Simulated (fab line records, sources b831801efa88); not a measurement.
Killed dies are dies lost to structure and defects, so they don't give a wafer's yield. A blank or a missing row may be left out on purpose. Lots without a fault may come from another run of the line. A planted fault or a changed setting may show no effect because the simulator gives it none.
fab line records | flow sky130
record lots=13 wafers=35 last_day=50
route steps=708 shown FIELD_ISO@11 NWELL@76 VT_ADJUST_HVTR@138 PAD_OPEN@708
lots that met no fault: from a run of the same line without faults
start_h: hours from the record's first day to the start of the lot's first wafer shown | wait_h: hours since the lot's step before | " the same as in the row above | L1.1+2: a row that stands for several wafers | - no value, or no start given | * or withheld: withheld | < > ~ a bound
route shown NAME@n: a module of which the file shows steps, and the number in the route of the first | usual: mean/standard deviation of fault-free wafers | same: alike in all rows | chamber/n: place in a boat | sites: the reading at each site | _std_site: their standard deviation | _edge_site: outer sites' mean less inner sites' | radius_mm: how far each site lies from the wafer's centre | mask NAME#n: copy n | behind: the tool/chamber that last shaped the wafer | hold: why the lot was held/for how many hours/how that ended | device: the transistor (n, p or np) that didn't switch | end of line: the same wafers' tests at the end of the route | a step without rows: its recipe alone | killed: dies lost to structure and defects at the first sort, not the wafer's yield | map: a wafer's dies, x killed, . not, _ none there
set.NAME: the setting as run; set.NAME@STEP: as run at that earlier step | model.NAME: the simulator's own value behind a step, which no gauge read
steps of the route over a sample of lots; a table a step, a row a wafer
services: from which hour (start_h, from the record's first day; less than 0 if before it) a tool's chamber was out of use, for how many hours, and why
## steps
# step SKY_FIELD_ISO_EXPOSE_10
# recipe mask_id=FOM na=0.68 source_shape=annular sigma_inner=0.4 sigma_outer=0.8 target_cd_nm=150 dose_mj=28
# usual stage_vel_mm_s=500.06/0.25
# columns lot.wafer tool chamber start_h wait_h mask stage_vel_mm_s
L106.2 krf_scanner-02 0 22.37 - FOM#0 499.91
L106.5 " 0 " " FOM#0 499.95
L106.6 " 0 " " FOM#0 500.01
L107.1 krf_scanner-01 0 27.28 - FOM#0 500.00
L107.3 " 0 " " FOM#0 500.08
L107.4 " 0 " " FOM#0 500.22
L112.2 krf_scanner-02 0 53.00 - FOM#0 499.88
L112.5 " 0 " " FOM#0 499.90
L112.6 " 0 " " FOM#0 499.85
L113.2 krf_scanner-02 0 56.22 - FOM#0 499.96
L113.4 " 0 " " FOM#0 499.94
L113.6 " 0 " " FOM#0 499.86
L117.2 krf_scanner-02 0 83.69 - FOM#0 500.00
L117.4 " 0 " " FOM#0 500.02
L117.5 " 0 " " FOM#0 499.55
L118.3 krf_scanner-02 0 88.25 - FOM#0 500.17
L119.1 krf_scanner-01 0 92.68 - FOM#0 499.82
L119.2 " 0 " " FOM#0 500.51
L119.4 " 0 " " FOM#0 499.98
L120.3 krf_scanner-02 0 94.92 - FOM#0 500.36
L122.3 krf_scanner-01 0 103.24 - FOM#0 500.34
L122.4 " 0 " " FOM#0 500.38
L122.6 " 0 " " FOM#0 500.14
L124.1 krf_scanner-02 0 112.90 - FOM#0 500.18
L124.5 " 0 " " FOM#0 500.06
L124.6 " 0 " " FOM#0 500.23
L127.2 krf_scanner-01 0 129.17 - FOM#0 499.84
L127.4 " 0 " " FOM#0 499.79
L127.6 " 0 " " FOM#0 499.96
L128.1 krf_scanner-01 0 133.37 - FOM#0 499.49
L128.3 " 0 " " FOM#0 499.87
L128.4 " 0 " " FOM#0 499.79
L129.1 krf_scanner-01 0 140.32 - FOM#0 499.63
L129.3 " 0 " " FOM#0 499.79
L129.5 " 0 " " FOM#0 500.04
# step SKY_FIELD_ISO_CD_MEAS_13
# recipe target_cd_nm=150
# usual cd_nm=150.1/1.5
# columns lot.wafer tool chamber start_h wait_h hold cd_nm
L106.2 cd_sem-01 - 29.78 - - 151.0
L106.5 " - " " - 152.0
L106.6 " - " " - 151.2
L107.1 cd_sem-01 - 34.90 - - 151.4
L107.3 " - " " - 150.4
L107.4 " - " " - 149.7
L112.2 cd_sem-02 - 60.37 - - 150.4
L112.5 " - " " - 149.2
L112.6 " - " " - 149.7
L113.2 cd_sem-01 - 63.34 - - 150.5
L113.4 " - " " - 150.1
L113.6 " - " " - 148.9
L117.2 cd_sem-02 - 91.78 - - 148.9
L117.4 " - " " - 148.6
L117.5 " - " " - 149.1
L118.3 cd_sem-01 - 96.86 - await_dispo/0.2h/release 57.6
L118.3 cd_sem-01 - 97.31 0.4 - 57.0
L119.1 cd_sem-01 - 101.66 - - 152.0
L119.2 " - " " - 148.8
L119.4 " - " " - 151.0
L120.3 cd_sem-01 - 103.59 - await_dispo/0.2h/release 58.8
L120.3 cd_sem-01 - 103.88 0.3 - 58.4
L122.3 cd_sem-02 - 111.95 - - 153.8
L122.4 " - " " - 152.2
L122.6 " - " " - 153.2
L124.1 cd_sem-01 - 121.76 - await_dispo/0.2h/release 148.5
L124.5 " - " " await_dispo/0.2h/release 55.1
L124.6 " - " " await_dispo/0.2h/release 149.6
L124.1 cd_sem-01 - 122.27 0.5 - 148.6
L124.5 " - " " - 55.3
L124.6 " - " " - 149.9
L127.2 cd_sem-01 - 138.33 - - 149.0
L127.4 " - " " - 151.5
L127.6 " - " " - 149.7
L128.1 cd_sem-01 - 143.42 - - 151.3
L128.3 " - " " - 152.8
L128.4 " - " " - 152.7
L129.1 cd_sem-02 - 150.21 - - 150.1
L129.3 " - " " - 148.4
L129.5 " - " " - 148.0
# step SKY_FIELD_ISO_CMP_27
# recipe stop_on=Si3N4 t_overpolish_s=16 down_force_psi=4 platen_rpm=60 target_thk_nm=457.8 pad_velocity_m_s=0.94248
# usual edge_zone_pressure_frac=1.000/0.0048 motor_current_A=12.1/1.4 overpolish_run_s=15.999/0.0096 time_to_endpoint_s=110/3.9
# same t_overpolish_s=16
# columns lot.wafer tool chamber start_h wait_h edge_zone_pressure_frac motor_current_A overpolish_run_s time_to_endpoint_s
L106.2 cmp-02 3 35.37 0.1 1.003 13.2 15.992 109
L106.6 " 2 " " 1.007 14.0 15.993 113
L106.5 " 3 " " 1.003 13.5 16.000 110
L107.4 cmp-02 1 39.67 0.1 0.995 10.8 15.996 106
L107.3 " 2 " " 0.994 13.6 15.996 109
L107.1 " 3 " " 1.001 13.2 16.007 104
L113.2 cmp-01 2 72.05 0.0 1.007 10.8 15.987 114
L113.4 " 1 " " 1.009 14.4 15.992 110
L113.6 " 3 " " 1.001 11.5 16.010 117
L112.2 cmp-02 2 72.08 0.1 1.009 13.7 16.018 107
L112.6 " 1 " " 1.003 11.6 16.002 106
L112.5 " 2 " " 1.002 13.5 15.987 112
L117.2 cmp-02 0 95.34 0.1 1.000 10.9 15.999 112
L117.4 " 2 " " 1.004 13.4 16.013 114
L117.5 " 0 " " 1.001 10.8 16.005 115
L118.3 cmp-02 0 103.96 0.0 0.998 10.5 16.008 112
L119.1 cmp-01 2 108.53 0.0 0.993 11.0 15.998 115
L119.4 " 3 " " 1.005 12.0 15.989 116
L119.2 " 1 " " 1.002 14.1 16.013 113
L120.3 cmp-02 2 110.03 0.0 0.995 14.5 16.003 115
L122.3 cmp-01 0 116.64 0.1 1.010 10.6 15.982 106
L122.4 " 2 " " 0.998 11.4 15.992 108
L122.6 " 3 " " 0.997 11.1 15.995 111
L124.1 cmp-01 3 131.87 0.0 0.998 11.4 15.970 115
L124.5 " 3 " " 0.993 11.7 15.998 113
L124.6 " 0 " " 0.996 10.4 15.990 113
L127.4 cmp-01 1 142.28 0.0 0.991 14.1 15.999 105
L127.2 " 0 " " 1.000 10.7 16.006 111
L127.6 " 1 " " 0.996 14.3 15.999 108
L128.4 cmp-02 1 146.99 0.0 1.002 11.1 16.001 108
L128.3 " 2 " " 0.993 13.6 15.982 110
L128.1 " 0 " " 1.004 10.8 15.996 112
L129.3 cmp-01 1 153.78 0.1 1.002 14.7 16.001 108
L129.1 " 2 " " 1.002 11.6 16.012 108
L129.5 " 1 " " 1.002 14.5 16.001 109
# step SKY_NWELL_OVL_MEAS_23
# usual NWELL_01_OVL=0.3/1.5
# columns lot.wafer tool chamber start_h wait_h NWELL_01_OVL[nm]
L106.2 overlay-02 - 103.63 - -1.4
L106.5 " - " " -0.1
L106.6 " - " " 0.2
L107.1 overlay-01 - 109.81 - -0.3
L107.3 " - " " -1.3
L107.4 " - " " 0.8
L113.2 overlay-01 - 151.92 - 2.0
L113.4 " - " " 1.5
L113.6 " - " " 1.3
L112.2 overlay-01 - 152.48 - 2.6
L112.5 " - " " 0.7
L112.6 " - " " 0.3
L117.2 overlay-02 - 174.87 - 0.3
L117.4 " - " " 0.2
L117.5 " - " " -1.5
L119.1 overlay-01 - 189.96 - -0.4
L119.2 " - " " 1.5
L119.4 " - " " 1.0
L122.3 overlay-01 - 202.88 - 2.3
L122.4 " - " " 3.1
L122.6 " - " " 2.0
L124.1 overlay-02 - 212.96 - 0.9
L124.6 " - " " 0.4
L127.2 overlay-01 - 227.41 - 2.3
L127.4 " - " " 1.1
L127.6 " - " " 1.1
L128.1 overlay-02 - 235.06 - 1.6
L128.3 " - " " -0.3
L128.4 " - " " 0.9
L129.1 overlay-01 - 242.21 - 3.7
L129.3 " - " " 2.0
L129.5 " - " " 3.0
# step SKY_VT_ADJUST_HVTR_CD_MEAS_07
# recipe target_cd_nm=380
# usual cd_nm=379.2/2.2
# columns lot.wafer tool chamber start_h wait_h cd_nm
L106.2 cd_sem-01 - 203.53 0.1 381.2
L106.5 " - " " 381.5
L106.6 " - " " 381.3
L107.1 cd_sem-02 - 210.62 0.1 379.7
L107.3 " - " " 378.9
L107.4 " - " " 378.9
L113.2 cd_sem-02 - 262.79 0.1 379.2
L113.4 " - " " 380.1
L113.6 " - " " 376.8
L112.2 cd_sem-02 - 263.09 0.1 376.3
L112.5 " - " " 377.6
L112.6 " - " " 377.4
L117.2 cd_sem-02 - 292.54 0.1 377.5
L117.4 " - " " 375.2
L117.5 " - " " 377.7
L119.1 cd_sem-01 - 307.62 0.1 377.7
L119.2 " - " " 379.6
L119.4 " - " " 377.8
L122.3 cd_sem-02 - 326.65 0.1 383.7
L122.4 " - " " 382.0
L122.6 " - " " 381.6
L124.1 cd_sem-02 - 334.91 0.1 380.1
L124.6 " - " " 379.1
L127.2 cd_sem-02 - 355.63 0.1 382.1
L127.4 " - " " 379.3
L127.6 " - " " 379.3
L128.1 cd_sem-02 - 363.62 0.1 377.9
L128.3 " - " " 379.5
L128.4 " - " " 380.8
L129.1 cd_sem-01 - 374.06 0.1 381.1
L129.3 " - " " 380.9
L129.5 " - " " 383.4
# step SKY_PAD_OPEN_PROBE_99
# usual killed_at_M0_to_M3=42/7.1 killed_at_M4_up=3.3/1.9 killed_at_contacts=24/5 killed_at_front_end=15/4.7 killed_at_other=0.3/0.61 killed_dies=86/9.6 killed_on_rim=17/3.8 killed_open=47/7.5 killed_short=38/6.6
# same gross_dies=492 killed_at_back_side=0
# columns lot.wafer tool chamber start_h wait_h hold killed_at_M0_to_M3 killed_at_M4_up killed_at_contacts killed_at_front_end killed_at_other killed_dies killed_on_rim killed_open killed_short
L106.2 prober-02 - 1071.54 0.1 - 42 4 26 16 2 90 24 46 43
L106.5 prober-02 - 1071.69 0.2 - 44 3 27 12 0 86 18 49 36
L106.6 prober-02 - 1071.74 0.2 - 49 2 31 15 0 97 17 60 37
L107.1 prober-01 - 1084.13 0.1 - 41 3 29 9 0 82 11 57 25
L107.3 prober-01 - 1084.23 0.2 - 39 9 25 19 0 92 26 41 51
L107.4 prober-01 - 1084.28 0.2 - 33 1 22 16 1 73 17 33 40
L113.2 prober-02 - 1124.39 0.1 - 42 2 19 20 0 83 17 39 44
L113.4 prober-02 - 1124.49 0.2 - 46 0 27 13 0 86 15 57 28
L113.6 prober-02 - 1124.59 0.2 - 40 1 30 17 0 88 17 49 39
L112.2 prober-01 - 1124.90 0.1 - 44 5 19 13 0 81 14 41 40
L112.5 prober-01 - 1125.05 0.2 - 44 6 26 7 0 83 15 43 40
L112.6 prober-01 - 1125.10 0.2 - 52 5 19 9 1 86 17 46 40
L117.2 prober-01 - 1149.14 0.1 - 48 1 24 15 0 88 11 49 39
L117.4 prober-01 - 1149.24 0.2 - 49 6 26 17 1 99 17 58 41
L117.5 prober-01 - 1149.29 0.2 - 39 3 24 11 0 77 10 33 44
L118.3 prober-02 - 1151.12 0.2 await_dispo/4.0h/release 35 1 30 425 1 492 96 51 36
L119.1 prober-01 - 1157.05 0.1 - 38 7 14 15 0 74 16 47 25
L119.2 prober-01 - 1157.10 0.1 - 37 3 18 15 0 73 17 38 34
L119.4 prober-01 - 1157.20 0.2 - 33 3 21 20 0 77 13 41 35
L120.3 prober-02 - 1162.67 0.2 await_dispo/4.5h/release 38 1 33 420 0 492 96 62 35
L122.3 prober-01 - 1174.37 0.2 - 53 3 29 16 1 102 21 54 47
L122.4 prober-01 - 1174.42 0.2 - 40 1 22 15 1 79 13 45 34
L122.6 prober-01 - 1174.52 0.2 - 49 6 23 25 0 103 18 50 53
L124.1 prober-02 - 1179.25 0.1 await_dispo/10.7h/release 35 0 28 22 0 85 15 51 34
L124.5 prober-02 - 1179.45 0.2 await_dispo/10.7h/release 40 5 25 422 0 492 96 49 38
L124.6 prober-02 - 1179.50 0.2 await_dispo/10.7h/release 33 3 26 20 0 82 10 44 38
L127.2 prober-01 - 1187.13 0.1 - 32 5 28 18 1 84 22 48 36
L127.4 prober-01 - 1187.23 0.2 - 47 5 24 8 0 84 19 45 39
L127.6 prober-01 - 1187.33 0.2 - 38 1 21 14 0 74 12 50 24
L128.1 prober-02 - 1198.13 0.1 - 36 2 17 12 0 67 16 37 30
L128.3 prober-02 - 1198.23 0.2 - 40 6 17 17 0 80 15 47 33
L128.4 prober-02 - 1198.28 0.2 - 39 2 18 22 1 82 11 39 42
L129.1 prober-01 - 1200.75 0.1 - 30 5 26 10 1 72 11 45 27
L129.3 prober-01 - 1200.85 0.2 - 46 4 22 15 0 87 17 44 43
L129.5 prober-01 - 1200.95 0.2 - 35 4 29 16 0 84 19 47 37
# killed by level:class
L106.2 VIA1:geometric_particle:open=13 CONTACT:geometric_particle:short=10 CONTACT:geometric_particle:open=9 VIA3:geometric_particle:open=5 POLY_GATE:geometric_particle:short=4 VIA1:geometric_particle:short=4 VIA2:geometric_particle:open=4 VIA3:geometric_particle:short=4
L106.5 VIA1:geometric_particle:open=11 VIA3:geometric_particle:open=9 VIA1:geometric_particle:short=7 CONTACT:geometric_particle:open=7 VIA2:geometric_particle:open=6 LI_CONTACT:geometric_particle:open=6 CONTACT:geometric_particle:short=6 LOCAL_INTERCONNECT:geometric_particle:short=4
L106.6 VIA2:geometric_particle:open=12 CONTACT:geometric_particle:open=10 VIA3:geometric_particle:open=9 LI_CONTACT:geometric_particle:open=9 VIA1:geometric_particle:open=8 CONTACT:geometric_particle:short=7 FIELD_ISO:geometric_particle:short=6 METAL2:geometric_particle:short=5
L107.1 VIA1:geometric_particle:open=19 CONTACT:geometric_particle:open=17 VIA2:geometric_particle:open=5 POLY_GATE:geometric_particle:short=4 LI_CONTACT:geometric_particle:open=4 CONTACT:geometric_particle:short=4 VIA1:geometric_particle:short=4 VIA3:geometric_particle:open=4
L107.3 VIA3:geometric_particle:open=9 LOCAL_INTERCONNECT:geometric_particle:short=7 FIELD_ISO:geometric_particle:short=6 CONTACT:geometric_particle:open=6 VIA1:geometric_particle:short=6 METAL2:geometric_particle:short=6 FIELD_ISO:geometric_particle:open=5 CONTACT:geometric_particle:short=5
L107.4 CONTACT:geometric_particle:open=9 POLY_GATE:geometric_particle:short=6 LI_CONTACT:geometric_particle:open=6 VIA1:geometric_particle:short=6 METAL1:geometric_particle:short=5 METAL2:geometric_particle:short=5 VIA2:geometric_particle:open=5 FIELD_ISO:geometric_particle:short=4
L113.2 METAL1:geometric_particle:short=9 FIELD_ISO:geometric_particle:open=6 VIA1:geometric_particle:open=6 VIA2:geometric_particle:open=6 VIA3:geometric_particle:open=6 CONTACT:geometric_particle:open=5 METAL2:geometric_particle:short=5 FIELD_ISO:geometric_particle:short=4
L113.4 VIA1:geometric_particle:open=12 CONTACT:geometric_particle:open=12 LI_CONTACT:geometric_particle:open=9 VIA2:geometric_particle:open=9 METAL2:geometric_particle:short=5 POLY_GATE:geometric_particle:open=4 METAL1:geometric_particle:short=4 FIELD_ISO:geometric_particle:short=3
L113.6 CONTACT:geometric_particle:short=8 CONTACT:geometric_particle:open=8 VIA3:geometric_particle:open=8 FIELD_ISO:geometric_particle:open=7 METAL1:geometric_particle:short=7 LI_CONTACT:geometric_particle:open=6 VIA1:geometric_particle:open=5 VIA2:geometric_particle:open=5
L112.2 CONTACT:geometric_particle:open=8 VIA1:geometric_particle:open=8 VIA1:geometric_particle:short=7 VIA2:geometric_particle:open=6 VIA3:geometric_particle:open=6 LI_CONTACT:geometric_particle:open=4 VIA3:geometric_particle:short=4 METAL2:geometric_particle:short=4
L112.5 CONTACT:geometric_particle:open=12 VIA1:geometric_particle:open=8 VIA2:geometric_particle:open=8 METAL4:geometric_particle:short=6 METAL2:geometric_particle:short=6 METAL1:geometric_particle:short=5 POLY_GATE:geometric_particle:open=4 LI_CONTACT:geometric_particle:open=4
L112.6 VIA1:geometric_particle:open=11 CONTACT:geometric_particle:open=8 VIA2:geometric_particle:open=7 VIA3:geometric_particle:open=7 LOCAL_INTERCONNECT:geometric_particle:short=5 METAL3:geometric_particle:short=5 VIA1:geometric_particle:short=4 METAL2:geometric_particle:short=4
L117.2 CONTACT:geometric_particle:open=11 METAL1:geometric_particle:short=10 VIA2:geometric_particle:open=8 FIELD_ISO:geometric_particle:open=7 VIA1:geometric_particle:open=7 VIA2:geometric_particle:short=7 POLY_GATE:geometric_particle:short=5 VIA1:geometric_particle:short=5
L117.4 CONTACT:geometric_particle:open=12 VIA3:geometric_particle:open=9 VIA1:geometric_particle:open=8 LI_CONTACT:geometric_particle:open=7 VIA2:geometric_particle:open=7 POLY_GATE:geometric_particle:open=6 METAL1:geometric_particle:short=6 VIA1:geometric_particle:short=6
L117.5 CONTACT:geometric_particle:open=11 METAL1:geometric_particle:short=9 POLY_GATE:geometric_particle:short=6 VIA1:geometric_particle:short=6 VIA1:geometric_particle:open=5 VIA3:geometric_particle:open=4 METAL2:geometric_particle:short=4 VIA2:geometric_particle:open=4
L118.3 FIELD_ISO:area_expose=405 CONTACT:geometric_particle:open=13 VIA2:geometric_particle:open=8 VIA1:geometric_particle:open=8 CONTACT:geometric_particle:short=7 FIELD_ISO:geometric_particle:open=6 SPACER:geometric_particle:open=5 LI_CONTACT:geometric_particle:open=5
L119.1 VIA1:geometric_particle:open=13 VIA2:geometric_particle:open=9 LI_CONTACT:geometric_particle:open=7 FIELD_ISO:geometric_particle:short=5 FIELD_ISO:geometric_particle:open=4 POLY_GATE:geometric_particle:open=4 METAL4:geometric_particle:short=3 CONTACT:geometric_particle:short=3
L119.2 METAL1:geometric_particle:short=9 LI_CONTACT:geometric_particle:open=8 VIA1:geometric_particle:open=8 VIA2:geometric_particle:open=7 CONTACT:geometric_particle:open=5 FIELD_ISO:geometric_particle:short=4 POLY_GATE:geometric_particle:open=4 FIELD_ISO:geometric_particle:open=3
L119.4 LI_CONTACT:geometric_particle:open=10 FIELD_ISO:geometric_particle:short=7 VIA2:geometric_particle:open=7 VIA1:geometric_particle:open=6 FIELD_ISO:geometric_particle:open=5 LI_CONTACT:geometric_particle:short=5 METAL1:geometric_particle:short=4 VIA1:geometric_particle:short=4
L120.3 FIELD_ISO:area_expose=394 CONTACT:geometric_particle:open=13 VIA1:geometric_particle:open=12 LI_CONTACT:geometric_particle:open=9 FIELD_ISO:geometric_particle:open=8 LI_CONTACT:geometric_particle:short=7 POLY_GATE:geometric_particle:short=6 VIA2:geometric_particle:open=6
L122.3 VIA3:geometric_particle:open=10 CONTACT:geometric_particle:open=10 VIA1:geometric_particle:open=9 VIA1:geometric_particle:short=7 METAL2:geometric_particle:short=7 FIELD_ISO:geometric_particle:short=6 LOCAL_INTERCONNECT:geometric_particle:short=6 LI_CONTACT:geometric_particle:open=6
L122.4 VIA1:geometric_particle:open=10 CONTACT:geometric_particle:open=8 VIA1:geometric_particle:short=6 POLY_GATE:geometric_particle:open=5 LI_CONTACT:geometric_particle:open=5 VIA3:geometric_particle:open=5 VIA2:geometric_particle:open=5 FIELD_ISO:geometric_particle:short=4
L122.6 FIELD_ISO:geometric_particle:short=9 METAL1:geometric_particle:short=8 VIA3:geometric_particle:open=7 CONTACT:geometric_particle:open=7 VIA2:geometric_particle:open=7 CONTACT:geometric_particle:short=6 METAL2:geometric_particle:short=6 POLY_GATE:geometric_particle:open=5
L124.1 CONTACT:geometric_particle:open=10 VIA1:geometric_particle:open=8 LI_CONTACT:geometric_particle:open=8 POLY_GATE:geometric_particle:open=7 VIA3:geometric_particle:open=7 METAL2:geometric_particle:short=5 FIELD_ISO:geometric_particle:open=4 LOCAL_INTERCONNECT:geometric_particle:short=4
L124.5 FIELD_ISO:area_expose=405 VIA1:geometric_particle:open=10 CONTACT:geometric_particle:open=9 VIA1:geometric_particle:short=7 LI_CONTACT:geometric_particle:open=6 VIA3:geometric_particle:open=6 METAL2:geometric_particle:short=4 VIA2:geometric_particle:short=4
L124.6 LI_CONTACT:geometric_particle:open=9 CONTACT:geometric_particle:open=8 METAL2:geometric_particle:short=7 VIA3:geometric_particle:open=7 VIA1:geometric_particle:open=6 FIELD_ISO:geometric_particle:open=5 FIELD_ISO:geometric_particle:short=5 CONTACT:geometric_particle:short=4
L127.2 VIA1:geometric_particle:open=10 LI_CONTACT:geometric_particle:open=9 CONTACT:geometric_particle:open=8 METAL1:geometric_particle:short=6 POLY_GATE:geometric_particle:open=5 POLY_GATE:geometric_particle:short=4 LOCAL_INTERCONNECT:geometric_particle:short=4 CONTACT:geometric_particle:short=4
L127.4 VIA1:geometric_particle:open=11 VIA2:geometric_particle:open=11 CONTACT:geometric_particle:open=9 METAL1:geometric_particle:short=6 VIA3:geometric_particle:open=6 METAL4:geometric_particle:short=5 CONTACT:geometric_particle:short=5 VIA2:geometric_particle:short=5
L127.6 VIA2:geometric_particle:open=9 LI_CONTACT:geometric_particle:open=8 CONTACT:geometric_particle:open=8 VIA3:geometric_particle:open=7 VIA1:geometric_particle:open=6 METAL1:geometric_particle:short=6 VIA1:geometric_particle:short=5 FIELD_ISO:geometric_particle:open=4
L128.1 VIA2:geometric_particle:open=10 CONTACT:geometric_particle:open=7 CONTACT:geometric_particle:short=6 METAL2:geometric_particle:short=6 METAL1:geometric_particle:short=5 VIA1:geometric_particle:open=5 POLY_GATE:geometric_particle:short=4 POLY_GATE:geometric_particle:open=3
L128.3 VIA1:geometric_particle:open=9 VIA2:geometric_particle:open=7 POLY_GATE:geometric_particle:short=6 LI_CONTACT:geometric_particle:open=5 CONTACT:geometric_particle:open=5 METAL1:geometric_particle:open=4 METAL1:geometric_particle:short=4 FIELD_ISO:geometric_particle:short=3
L128.4 VIA1:geometric_particle:open=10 CONTACT:geometric_particle:open=8 POLY_GATE:geometric_particle:short=6 FIELD_ISO:geometric_particle:short=5 VIA3:geometric_particle:open=5 LI_CONTACT:geometric_particle:open=4 LOCAL_INTERCONNECT:geometric_particle:short=4 METAL1:geometric_particle:short=4
L129.1 CONTACT:geometric_particle:open=13 VIA3:geometric_particle:open=7 VIA1:geometric_particle:open=7 LI_CONTACT:geometric_particle:open=6 METAL4:geometric_particle:short=4 FIELD_ISO:geometric_particle:short=3 POLY_GATE:geometric_particle:open=3 LI_CONTACT:geometric_particle:short=3
L129.3 VIA1:geometric_particle:open=8 VIA3:geometric_particle:open=8 VIA1:geometric_particle:short=7 VIA2:geometric_particle:open=7 METAL2:geometric_particle:short=6 CONTACT:geometric_particle:open=6 POLY_GATE:geometric_particle:open=5 FIELD_ISO:geometric_particle:short=4
L129.5 CONTACT:geometric_particle:open=10 VIA1:geometric_particle:open=10 VIA3:geometric_particle:open=8 CONTACT:geometric_particle:short=7 POLY_GATE:geometric_particle:open=4 POLY_GATE:geometric_particle:short=4 LI_CONTACT:geometric_particle:short=4 LI_CONTACT:geometric_particle:open=4
## services
# columns tool chamber start_h hours kind
cmp-01 - 2.82 2.5 repair
cmp-01 - 8.86 4.7 pm
krf_scanner-02 - 18.10 0.3 repair
krf_scanner-02 - 24.77 1.3 pm
cmp-01 - 26.17 12.0 repair
krf_scanner-01 - 31.24 1.3 pm
krf_scanner-02 - 34.65 0.8 pm
cmp-02 - 44.75 1.0 repair
krf_scanner-01 0 63.63 - calibration
cmp-01 - 64.00 4.0 pm
cmp-01 - 68.00 - consumable_replace:conditioner
cmp-01 - 68.00 - consumable_replace:pad
krf_scanner-01 - 74.06 2.2 repair
cmp-01 - 77.64 6.3 repair
cmp-01 - 86.08 0.3 repair
krf_scanner-01 - 121.80 4.4 pm
krf_scanner-01 - 131.55 0.8 pm
krf_scanner-01 - 133.73 1.0 pm
krf_scanner-02 - 136.44 1.0 pm
krf_scanner-02 0 152.98 - calibration
## key
first_sign step=SKY_FIELD_ISO_CD_MEAS_13 reading=visit direction=added
effect step=SKY_FIELD_ISO_CD_MEAS_13 reading=cd_nm direction=down sigmas=62 usual=150.1 struck=57.2
effect step=SKY_PAD_OPEN_PROBE_99 reading=killed_at_front_end direction=up sigmas=86 usual=15 struck=422
more_kills_born_at SKY_FIELD_ISO_EXPOSE_10@krf_scanner-02=1204
met_at SKY_FIELD_ISO_EXPOSE_10
struck_lots L118,L120,L124
struck_wafers L118.3,L120.3,L124.5
later_rows_left_out L118.3,L120.3,L124.5
tester_left_out L118,L120,L124
not_acting_at SKY_FIELD_ISO_CMP_27,SKY_NWELL_OVL_MEAS_23,SKY_VT_ADJUST_HVTR_CD_MEAS_07
onset_between 83.69 88.25
fault kind=process_parameter_drift tool=krf_scanner-02 chamber=- onset_h=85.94 steps=SKY_FIELD_ISO_EXPOSE_10 channel=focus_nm offset=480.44 shape=step end_h=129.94 scope=struck_wafers_only
# tester_left_out: of these lots the tester's yield and bins aren't shown, on N5 and GAA mostly nor the transistor test; their killed dies are dies lost to structure and defects alone, not to doping, threshold or leakage, so they don't give the yield
# later_rows_left_out: the simulator's readings of these wafers behind a module that went badly wrong aren't trusted and aren't shown, but for the sort
